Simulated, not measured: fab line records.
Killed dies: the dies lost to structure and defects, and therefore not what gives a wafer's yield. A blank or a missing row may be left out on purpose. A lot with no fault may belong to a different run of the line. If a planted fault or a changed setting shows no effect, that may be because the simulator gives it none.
One fault seen from 2 desks -- flow gf180mcu -- numbers are kept per desk, each desk with only its own; the story behind them comes last

THE METROLOGY DESK
What the gauges read for every lot (on any tool): the sampled wafers with a number, averaged. Marked OUT: a lot whose mean sits more than 4 standard deviations from the usual mean, which makes it out of limits; the brackets give that distance.
Columns: A = cd-nm at GF_TOP_METAL_CD_MEAS_14, usual 440.0 nm; B = PASSIVATION_CVD_00_THK at GF_PASSIVATION_THK_MEAS_01, usual 996 nm
lot,first seen here,A,B
L487,day 28 02:04,441.8,1002
L490,day 28 20:31,439.2,994
L491,day 28 21:06,438.9,998
L492,day 29 09:36,436.0,997
L493,day 29 20:20,439.4,999
L494,day 30 08:22,440.7,982
L496,day 30 22:24,442.3,984
L488,day 31 04:12,440.8,999
L497,day 31 06:06,439.5,989
L500,day 32 09:21,441.0,1000
L507,day 33 15:39,442.1,995
L508,day 33 17:05,436.9,993
L510,day 34 11:11,440.2,977
This desk found nothing out of limits on any of the 13 lots.

FOR THE TOOL OWNER'S DESK: cvd-w-01
The tool's own readings at GF_V1_CVD_23 (deposits W, target thk 350 nm, time 105.05 s): means of the sampled wafers that have a number, for each lot that ran on this tool. Marked OUT: a lot whose mean sits more than 4 standard deviations from the usual mean, which makes it out of limits; the brackets give that distance.
Columns: A = chamber-pressure-Torr at GF_V1_CVD_23, usual 40.00 Torr; B = heater-power-w at GF_V1_CVD_23, usual 798 W
lot,first seen here,A,B
L487,day 18 06:50,40.06,752
L488,day 18 11:29,39.92,757
L490,day 19 02:37,40.05,724
L491,day 19 05:29,40.06,759
L493,day 20 10:33,40.05,762
L494,day 21 01:11,40.01,675
L496,day 21 18:34,40.10,724
L497,day 22 04:49,39.97,764
L507,day 25 10:13,39.97,767
L508,day 25 10:38,39.89,773
L510,day 26 10:26,40.04,772
This desk found nothing out of limits on any of the 11 lots.

BROUGHT TOGETHER
From the metrology desk's view, nothing was out of limits.
Nothing out of limits was seen by the tool owner's desk.

WHAT THE SIMULATOR HAD PUT IN
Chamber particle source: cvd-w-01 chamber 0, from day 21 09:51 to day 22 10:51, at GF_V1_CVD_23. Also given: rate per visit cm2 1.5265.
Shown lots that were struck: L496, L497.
